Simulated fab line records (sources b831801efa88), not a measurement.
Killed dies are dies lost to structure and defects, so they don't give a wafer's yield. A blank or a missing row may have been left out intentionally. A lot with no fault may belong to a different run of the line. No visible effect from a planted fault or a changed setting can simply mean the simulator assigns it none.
Split-lot experiment + flow sfq-line + 5 lots, 23 wafers read, on a route of 325 steps

## SPLIT DETAILS
At SFQ_TRILAYER_A5C_DEP_PECVD_142 (deposits SiO2 from SiH4/N2O, time 15.556 s, target thk 70 nm), the setting time-s was moved away from the recipe's 15.556 s on 4 of the 23 wafers read, by -14.4% to -5.1%. This setting was run at the recipe's value on the other wafers.

## FROM THE SPLIT TO THE READING: what the file shows between them, 7 steps
- SFQ_TRILAYER_I5_LITHO_PEB_147: peb time 60 s (also split here: peb-temp-c)
- SFQ_TRILAYER_I5_LITHO_DEVELOP_146: time 60 s
- SFQ_TRILAYER_I5_BARC_OPEN_VIA_ETCH_200: etches BARC in O2, target depth 125 nm, time 41.7 s
- SFQ_TRILAYER_C5_LITHO_EXPOSE_152: exposes mask C5, target cd 500 nm (also split here: dose-mj)
- SFQ_TRILAYER_C5_LITHO_PEB_154: peb time 60 s
- SFQ_TRILAYER_C5_LITHO_DEVELOP_153: time 60 s
- SFQ_TRILAYER_C5_BARC_OPEN_VIA_ETCH_210: etches BARC in O2, target depth 125 nm, time 40.6 s

## THE READING
oes-product-au, in a.u., at SFQ_TRILAYER_C5_ETCH_VIA_ETCH_154 (etches SiO2 in CHF3, stops on Nb, target depth 84 nm). Fault-free wafers of this fab line usually give 0.896 a.u., standard deviation 0.0072 a.u.

| wafer  | tool, chamber at the split | time-s as run, s | against the recipe | oes-product-au, a.u. | against lot-mates on the recipe |
|--------|----------------------------|------------------|--------------------|----------------------|---------------------------------|
| L074.1 | pecvd-01, 0                | 15.556           | recipe             | 0.892                | -                               |
| L074.2 | pecvd-01, 1                | 15.556           | recipe             | 0.890                | -                               |
| L074.3 | pecvd-01, 2                | 15.556           | recipe             | 0.877                | -                               |
| L074.4 | pecvd-01, 2                | 14.77            | -5.1%              | 0.870                | -0.016                          |
| L074.6 | pecvd-01, 0                | 14.77            | -5.1%              | 0.877                | -0.009                          |
| L076.1 | pecvd-01, 0                | 15.556           | recipe             | 0.888                | -                               |
| L076.2 | pecvd-01, 2                | 15.556           | recipe             | 0.891                | -                               |
| L076.3 | pecvd-01, 1                | 15.556           | recipe             | 0.885                | -                               |
| L076.5 | pecvd-01, 2                | 15.556           | recipe             | 0.902                | -                               |
| L076.6 | pecvd-01, 1                | 15.556           | recipe             | 0.892                | -                               |
| L080.1 | pecvd-01, 2                | 13.31            | -14.4%             | 0.821                | -0.074                          |
| L080.2 | pecvd-01, 0                | 15.556           | recipe             | 0.888                | -                               |
| L080.3 | pecvd-01, 1                | 13.31            | -14.4%             | 0.824                | -0.071                          |
| L080.4 | pecvd-01, 2                | 15.556           | recipe             | 0.898                | -                               |
| L080.5 | pecvd-01, 0                | 15.556           | recipe             | 0.900                | -                               |
| L081.1 | pecvd-01, 2                | 15.556           | recipe             | 0.886                | -                               |
| L081.2 | pecvd-01, 1                | 15.556           | recipe             | 0.885                | -                               |
| L081.4 | pecvd-01, 2                | 15.556           | recipe             | 0.888                | -                               |
| L081.5 | pecvd-01, 0                | 15.556           | recipe             | 0.892                | -                               |
| L081.6 | pecvd-01, 1                | 15.556           | recipe             | 0.884                | -                               |
| L082.1 | pecvd-01, 0                | 15.556           | recipe             | 0.899                | -                               |
| L082.2 | pecvd-01, 2                | 15.556           | recipe             | 0.902                | -                               |
| L082.4 | pecvd-01, 0                | 15.556           | recipe             | 0.906                | -                               |

FIT RESULTS
A straight line over all 23 wafers: oes-product-au changes by +0.0047 a.u. for each +1% of time-s; r = +0.94; the points scatter about the line by 0.0073 a.u.
The same after taking each lot's own level away (the mean of its wafers on the recipe; 23 wafers): +0.00483 a.u. for each +1%; r = +0.96; scatter 0.006 a.u.
On that fit, the largest move of time-s shifts the reading by 0.07 a.u.
From 0.8863 to 0.9023 a.u.: that is the span of the lots' own levels, equal to 2.2 times the standard deviation above.
The two slopes agree, so the slope changes little with the lot-to-lot level.
Check: -0.0647 a.u. against its lot-mates is what the line predicts for one of the wafers moved furthest among these (-14.4%) when that wafer is left out of the fit. It came out at -0.0743 a.u. against them.

## OTHER SPLITS APPLIED TO THESE WAFERS
Other splits were also applied to these wafers ahead of the reading. Each is held against what the fit with the lots' levels taken away leaves over:
| other split on the same wafers               | wafers away from the commonest value | r with oes-product-au (lot level and that fit taken away) |
|----------------------------------------------|--------------------------------------|-----------------------------------------------------------|
| SFQ_TRILAYER_JJ_CE_LITHO_PEB_117 peb-time-s  | 9                                    | -0.28                                                     |
| SFQ_TRILAYER_M5_LITHO_PEB_126 peb-time-s     | 8                                    | -0.41                                                     |
| SFQ_TRILAYER_M5_ETCH_METAL_ETCH_126 icp-w    | 7                                    | -0.28                                                     |
| SFQ_TRILAYER_R5_DEP_SPUTTER_134 time-s       | 11                                   | +0.42                                                     |
| SFQ_TRILAYER_R5_LITHO_COAT_136 resist-thk-nm | 8                                    | +0.03                                                     |
| SFQ_TRILAYER_I5_LITHO_PEB_147 peb-temp-c     | 8                                    | -0.19                                                     |
| SFQ_TRILAYER_C5_LITHO_EXPOSE_152 dose-mj     | 9                                    | +0.31                                                     |

## THE WHOLE CHAIN: every reading that the file lists as answering this split, in the file's order
| step                              | what it does                                                 | reading                                                                                    | change (the file's fit)                   | r (the file's) |
|-----------------------------------|--------------------------------------------------------------|--------------------------------------------------------------------------------------------|-------------------------------------------|----------------|
| SFQ_TRILAYER_A5C_DEP_PECVD_142    | deposits SiO2 from SiH4/N2O, time 15.556 s, target thk 70 nm | SiO2_of_TRILAYER_A5C_DEP_PECVD_142.thk-nm (the simulator's own value, which no gauge read) | +0.672 nm for each +1% of the setting     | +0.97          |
| SFQ_TRILAYER_C5_ETCH_VIA_ETCH_154 | etches SiO2 in CHF3, stops on Nb, target depth 84 nm         | oes-product-au                                                                             | +0.00476 a.u. for each +1% of the setting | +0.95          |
| SFQ_TRILAYER_C5_ETCH_VIA_ETCH_154 | etches SiO2 in CHF3, stops on Nb, target depth 84 nm         | C5.feature-depth-nm (the simulator's own value, which no gauge read)                       | +0.674 nm for each +1% of the setting     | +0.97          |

## FILE'S OWN FIT
oes-product-au changes by +0.00476 a.u. for each +1% of time-s, r = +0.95.
